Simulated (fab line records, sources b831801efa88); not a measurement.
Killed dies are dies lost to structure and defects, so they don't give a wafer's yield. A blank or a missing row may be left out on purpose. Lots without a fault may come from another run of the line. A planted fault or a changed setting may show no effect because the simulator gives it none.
Which tool did it? | flow sky130 | 24 lots, 72 wafers sampled, at 4 steps of a route of 708

WHAT THE GAUGES READ, wafer by wafer
SKY_METAL4_CD_MEAS_13: target cd 300 nm. Usual: cd_nm 299.3 nm, standard deviation 1.4.
lot  | measured     | on        | cd_nm (nm)        | flag
L074 | day 41 12:28 | cd_sem-02 | 301.2 299.5 299.6 |
L075 | day 41 21:35 | cd_sem-02 | 299.6 301.0 299.8 |
L076 | day 42 05:15 | cd_sem-01 | 301.2 300.7 299.9 |
L077 | day 42 20:07 | cd_sem-01 | 298.8 299.6 299.9 |
L078 | day 42 22:42 | cd_sem-01 | 300.6 298.6 299.0 |
L079 | day 43 02:13 | cd_sem-01 | 296.7 296.7 295.5 |
L080 | day 43 09:45 | cd_sem-01 | 299.7 298.0 297.9 |
L082 | day 44 16:34 | cd_sem-01 | 297.6 297.7 299.3 |
L083 | day 44 17:46 | cd_sem-02 | 297.7 297.5 296.5 |
L081 | day 44 18:23 | cd_sem-01 | 300.2 301.6 299.7 |
L084 | day 44 18:45 | cd_sem-01 | 299.6 300.2 299.3 |
L085 | day 45 01:18 | cd_sem-02 | 299.7 297.9 297.0 |
L086 | day 45 17:08 | cd_sem-01 | 300.1 299.9 300.8 |
L087 | day 45 21:03 | cd_sem-01 | 300.2 300.0 300.4 |
L088 | day 45 23:37 | cd_sem-02 | 299.0 298.7 298.3 |
L089 | day 46 05:29 | cd_sem-01 | 298.2 298.2 299.8 |
L090 | day 46 09:25 | cd_sem-01 | 298.4 300.0 297.7 |
L092 | day 46 13:08 | cd_sem-02 | 300.5 300.6 299.1 |
L091 | day 46 13:46 | cd_sem-01 | 299.7 299.2 298.1 |
L093 | day 46 23:52 | cd_sem-02 | 297.1 296.7 297.9 |
L094 | day 47 00:47 | cd_sem-01 | 302.7 301.5 300.1 |
L095 | day 47 05:23 | cd_sem-01 | 298.0 298.9 299.8 |
L096 | day 47 14:50 | cd_sem-02 | 297.9 298.7 298.6 |
L097 | day 47 16:22 | cd_sem-02 | 302.8 301.5 302.4 |

SKY_METAL5_RS_MEAS_05: measures by four-point-probe. Usual: METAL5_ALCU_RS 0.027 ohm/sq, standard deviation 0.00024.
lot  | measured     | on            | METAL5_ALCU_RS (ohm/sq) | flag
L074 | day 42 14:53 | film_metro-03 | 0.02721 0.02717 0.02715 |
L075 | day 43 00:18 | film_metro-03 | 0.02708 0.02721 0.0269  |
L076 | day 43 07:17 | film_metro-03 | 0.0267 0.0268 0.02687   |
L077 | day 43 22:08 | film_metro-03 | 0.02697 0.02706 0.02705 |
L078 | day 43 23:55 | film_metro-03 | 0.02731 0.02718 0.02707 |
L079 | day 44 04:01 | film_metro-03 | 0.02723 0.02738 0.02719 |
L080 | day 44 11:32 | film_metro-01 | 0.02651 0.02658 0.02642 |
L082 | day 45 17:13 | film_metro-04 | 0.02701 0.0273 0.02694  |
L083 | day 45 17:49 | film_metro-01 | 0.02712 0.02697 0.02673 |
L081 | day 45 18:31 | film_metro-04 | 0.02692 0.02727 0.02734 |
L084 | day 45 18:46 | film_metro-03 | 0.027 0.02695 0.02709   |
L085 | day 46 01:54 | film_metro-04 | 0.0267 0.02676 0.0267   |
L086 | day 46 17:13 | film_metro-01 | 0.02703 0.02717 0.0271  |
L087 | day 46 21:01 | film_metro-03 | 0.02691 0.02676 0.0268  |
L088 | day 46 23:23 | film_metro-03 | 0.02698 0.02656 0.02692 |
L089 | day 47 04:13 | film_metro-04 | 0.02663 0.02648 0.02644 |
L090 | day 47 08:43 | film_metro-04 | 0.02733 0.02739 0.02721 |
L092 | day 47 12:31 | film_metro-01 | 0.02711 0.02709 0.0269  |
L091 | day 47 13:22 | film_metro-01 | 0.02737 0.02731 0.02736 |
L093 | day 47 23:06 | film_metro-04 | 0.02687 0.02679 0.027   |
L094 | day 47 23:46 | film_metro-04 | 0.02703 0.02707 0.02708 |
L095 | day 48 04:07 | film_metro-04 | 0.02706 0.02726 0.02707 |
L096 | day 48 13:46 | film_metro-03 | 0.027 0.02657 0.02681   |
L097 | day 48 14:49 | film_metro-01 | 0.02675 0.02675 0.02685 |

SKY_METAL5_THK_MEAS_06: measures by xrf. Usual: METAL5_ALCU_THK 1153 nm, standard deviation 12.
lot  | measured     | on            | METAL5_ALCU_THK (nm) | flag
L074 | day 42 15:01 | film_metro-03 | 1147 1142 1147       |
L075 | day 43 00:25 | film_metro-03 | 1167 1155 1171       |
L076 | day 43 07:24 | film_metro-03 | 1171 1164 1165       |
L077 | day 43 22:15 | film_metro-03 | 1168 1157 1153       |
L078 | day 44 00:01 | film_metro-03 | 1144 1148 1153       |
L079 | day 44 04:08 | film_metro-03 | 1143 1135 1149       |
L080 | day 44 11:38 | film_metro-01 | 1176 1169 1177       |
L082 | day 45 17:19 | film_metro-04 | 1152 1136 1163       |
L083 | day 45 17:56 | film_metro-01 | 1140 1144 1160       |
L081 | day 45 18:38 | film_metro-04 | 1154 1144 1146       |
L084 | day 45 18:53 | film_metro-03 | 1157 1155 1152       |
L085 | day 46 02:01 | film_metro-04 | 1165 1162 1150       |
L086 | day 46 17:19 | film_metro-01 | 1149 1148 1140       |
L087 | day 46 21:07 | film_metro-03 | 1164 1171 1169       |
L088 | day 46 23:31 | film_metro-03 | 1152 1171 1153       |
L089 | day 47 04:19 | film_metro-04 | 1164 1171 1173       |
L090 | day 47 08:49 | film_metro-04 | 1131 1131 1141       |
L092 | day 47 12:37 | film_metro-01 | 1149 1143 1150       |
L091 | day 47 13:29 | film_metro-01 | 1131 1139 1129       |
L093 | day 47 23:13 | film_metro-04 | 1157 1155 1144       |
L094 | day 47 23:52 | film_metro-04 | 1150 1151 1148       |
L095 | day 48 04:14 | film_metro-04 | 1139 1138 1141       |
L096 | day 48 13:53 | film_metro-03 | 1165 1174 1177       |
L097 | day 48 14:56 | film_metro-01 | 1159 1161 1148       |

WHICH TOOL RAN EACH LOT (tool, then ch and the chambers of the sampled wafers, then the start)
lot  | SKY_METAL5_SPUTTER_04
L074 | pvd_sputter-04, day 42 14:50
L075 | pvd_sputter-02, day 43 00:14
L076 | pvd_sputter-03, day 43 07:13
L077 | pvd_sputter-03, day 43 22:05
L078 | pvd_sputter-02, day 43 23:50
L079 | pvd_sputter-04, day 44 03:58
L080 | pvd_sputter-03, day 44 11:26
L082 | pvd_sputter-02, day 45 17:09
L083 | pvd_sputter-02, day 45 17:44
L081 | pvd_sputter-02, day 45 18:28
L084 | pvd_sputter-04, day 45 18:42
L085 | pvd_sputter-03, day 46 01:50
L086 | pvd_sputter-04, day 46 17:08
L087 | pvd_sputter-03, day 46 20:55
L088 | pvd_sputter-04, day 46 23:20
L089 | pvd_sputter-03, day 47 04:08
L090 | pvd_sputter-02, day 47 08:38
L092 | pvd_sputter-03, day 47 12:26
L091 | pvd_sputter-02, day 47 13:19
L093 | pvd_sputter-03, day 47 23:03
L094 | pvd_sputter-04, day 47 23:41
L095 | pvd_sputter-04, day 48 04:04
L096 | pvd_sputter-04, day 48 13:43
L097 | pvd_sputter-04, day 48 14:46
- SKY_METAL5_SPUTTER_04: material TiN, target thk 70 nm, time 58.3 s.

WHAT THE TOOLS THEMSELVES READ (means of the sampled wafers that have a number; where no wafer has one, the mark that the record gives instead)
SKY_METAL5_SPUTTER_04. Usual: throttle_valve_pct 30.4 %, standard deviation 0.73.
lot  | tool           | throttle_valve_pct (%) | flag
L074 | pvd_sputter-04 | 30.0                   |
L075 | pvd_sputter-02 | 29.5                   |
L076 | pvd_sputter-03 | 31.3                   |
L077 | pvd_sputter-03 | 30.9                   |
L078 | pvd_sputter-02 | 29.5                   |
L079 | pvd_sputter-04 | 30.5                   |
L080 | pvd_sputter-03 | 30.8                   |
L082 | pvd_sputter-02 | 29.9                   |
L083 | pvd_sputter-02 | 29.9                   |
L081 | pvd_sputter-02 | 30.2                   |
L084 | pvd_sputter-04 | 30.3                   |
L085 | pvd_sputter-03 | 31.4                   |
L086 | pvd_sputter-04 | 30.2                   |
L087 | pvd_sputter-03 | 31.1                   |
L088 | pvd_sputter-04 | 29.9                   |
L089 | pvd_sputter-03 | 30.8                   |
L090 | pvd_sputter-02 | 29.6                   |
L092 | pvd_sputter-03 | 30.5                   |
L091 | pvd_sputter-02 | 30.0                   |
L093 | pvd_sputter-03 | 31.0                   |
L094 | pvd_sputter-04 | 30.6                   |
L095 | pvd_sputter-04 | 30.3                   |
L096 | pvd_sputter-04 | 30.1                   |
L097 | pvd_sputter-04 | 30.3                   |

THE ANSWER, worked out from the rows above alone
Rule: a lot is off if the mean of its wafers that have a number lies more than 3 standard deviations from the usual mean. A lot without any number at a reading at which 4 lots or more have one is off too. The other lots that the step has rows for count as sound. The gauges are gone through in route order, then the tools' own readings, and for those a lot's mean is taken as printed above. The first step at which some lot is off is used, and at that step the reading that is off furthest; a lot without a number counts as furthest.
No lot is off at any reading shown: from this, nothing can be told.

WHAT THE SIMULATOR HAD PUT IN
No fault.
